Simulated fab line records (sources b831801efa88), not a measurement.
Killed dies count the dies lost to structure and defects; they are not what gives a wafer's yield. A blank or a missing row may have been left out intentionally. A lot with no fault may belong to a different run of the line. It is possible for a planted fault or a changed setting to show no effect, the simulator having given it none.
A lot that was struck, set against a sound lot	flow sky130	21 out of 708 route steps
Sound: the wafers L648.1, L648.5, L648.6. Wafers L654.2, L654.3, L654.5 were the ones struck. The cause comes at the end.
Each step with rows lists, per side, the tool, then ch with its chambers, then its first start. Under that, the readings that differ: sound wafers	struck wafers	difference of the means	sigmas: that difference in standard deviations of wafers without a fault.
alike: readings whose means differ by less than 2 such deviations, and words and numbers that are the same on both sides. not compared: withheld readings, readings that some wafer has no value for, bounds like >300 that may hide the same value, and numbers for which the record gives no deviation and whose values overlap.
Wherever a step has rows on one side only, a row that says differs or no value, or a row with sigmas, the two part there. When numbers do not overlap yet have no deviation, they are printed without sigmas and do not part them. A reading missing from all wafers of one side parts the sides only when that side holds two or more wafers.

first, 5 steps without rows for these wafers: SKY_SD_P_COAT_02 (resist thk 1140 nm); SKY_SD_P_SOFTBAKE_03 (time 60 s); SKY_SD_P_EXPOSE_04 (exposes mask PSDM, target cd 380 nm); SKY_SD_P_PEB_05; SKY_SD_P_DEVELOP_06 (develop time 60 s).
SKY_SD_P_CD_MEAS_07 targets a cd of 380 nm.
  struck on cd sem-01, day 29 03:25; sound on cd sem-01, day 27 14:36
  alike: cd nm
SKY_SD_P_OVL_MEAS_08:
  struck on overlay-02, day 29 03:32; sound on overlay-02, day 27 14:43
reading	sound	struck	difference	sigmas
SD_P_OVL (nm)	-0.8 1.1 -0.8	3.0 3.2 4.0	+3.6	+2
following that, these wafers have no rows for 1 step: SKY_SD_P_IMPLANT_09.
SKY_SD_P_STRIP_10: strips in O2/N2.
  sound on plasma asher-04 ch 0,1, day 27 14:54; struck on plasma asher-04 ch 0, day 29 03:43
  alike: drypump motor current A, oes product au, strip time to endpoint s
  not compared: rf hours counter h
SKY_SD_P_TW_MEAS_11:
  struck on film metro-03, day 29 03:49; sound on film metro-03, day 27 15:00
  alike: SD_P_TW
then, 2 steps without rows for these wafers: SKY_RES_XHIGH_DEHYDRATE_00 (time 60 s); SKY_RES_XHIGH_HMDS_01 (prime time 60 s).
SKY_RES_XHIGH_COAT_02: resist thk 1140 nm.
  sound on litho track-01 ch 0, day 28 05:14; struck on litho track-01 ch 0, day 29 17:36
reading	sound	struck	difference	sigmas
model.NOVOLAK_of_RES_XHIGH_COAT_02.thk nm (nm)	1144 1139 1143	644.1 644.2 642.4	-498.4	
  alike: dispense pressure kPa, exhaust pa
then, 3 steps without rows for these wafers: SKY_RES_XHIGH_SOFTBAKE_03 (time 60 s); SKY_RES_XHIGH_EXPOSE_04 (exposes mask URPM, target cd 1270 nm); SKY_RES_XHIGH_PEB_05.
SKY_RES_XHIGH_DEVELOP_06: develop time 60 s.
  sound on litho track-03 ch 0, day 28 19:12; struck on litho track-03 ch 0, day 30 07:46
reading	sound	struck	difference	sigmas
model.NOVOLAK_of_RES_XHIGH_COAT_02.thk nm (nm)	1143 1138 1142	643.7 643.8 642	-497.8	
  alike: exhaust pa
following that, these wafers have no rows for 1 step: SKY_RES_XHIGH_IMPLANT_07.
SKY_RES_XHIGH_STRIP_08: strips in O2/N2.
  sound on plasma asher-01 ch 0,1, day 28 19:30; struck on plasma asher-02 ch 0,1, day 30 08:03
reading	sound	struck	difference	sigmas
oes product au (a.u.)	0.708 0.705 0.708	0.585 0.581 0.578	-0.126	-31
strip time to endpoint s (s)	14.31 14.26 14.29	8.53 8.54 8.50	-5.76	-99 or more
  alike: drypump motor current A
  not compared: rf hours counter h
SKY_RES_XHIGH_TW_MEAS_09:
  struck on film metro-01, day 30 08:10; sound on film metro-01, day 28 19:36
  alike: RES_XHIGH_TW
-- a jump in the record: the struck wafers' starts before and after are 18 days apart (it breaks off in module RES_XHIGH and resumes in module PAD_OPEN, where the first step shown is number 708 of the route) --
SKY_PAD_OPEN_PROBE_99:
  struck on prober-02, day 48 08:49; sound on prober-01, day 47 10:42
  alike: killed_at_M0_to_M3, killed_at_M4_up, killed at contacts, killed at front end, killed at other, killed dies, killed open, killed short

WHERE THEY PART
Earliest at SKY_SD_P_OVL_MEAS_08; latest, in this record, at SKY_RES_XHIGH_STRIP_08. Later steps at which nothing parts them and some readings are alike: SKY_RES_XHIGH_TW_MEAS_09, SKY_PAD_OPEN_PROBE_99.

WHY: what the simulator had put in
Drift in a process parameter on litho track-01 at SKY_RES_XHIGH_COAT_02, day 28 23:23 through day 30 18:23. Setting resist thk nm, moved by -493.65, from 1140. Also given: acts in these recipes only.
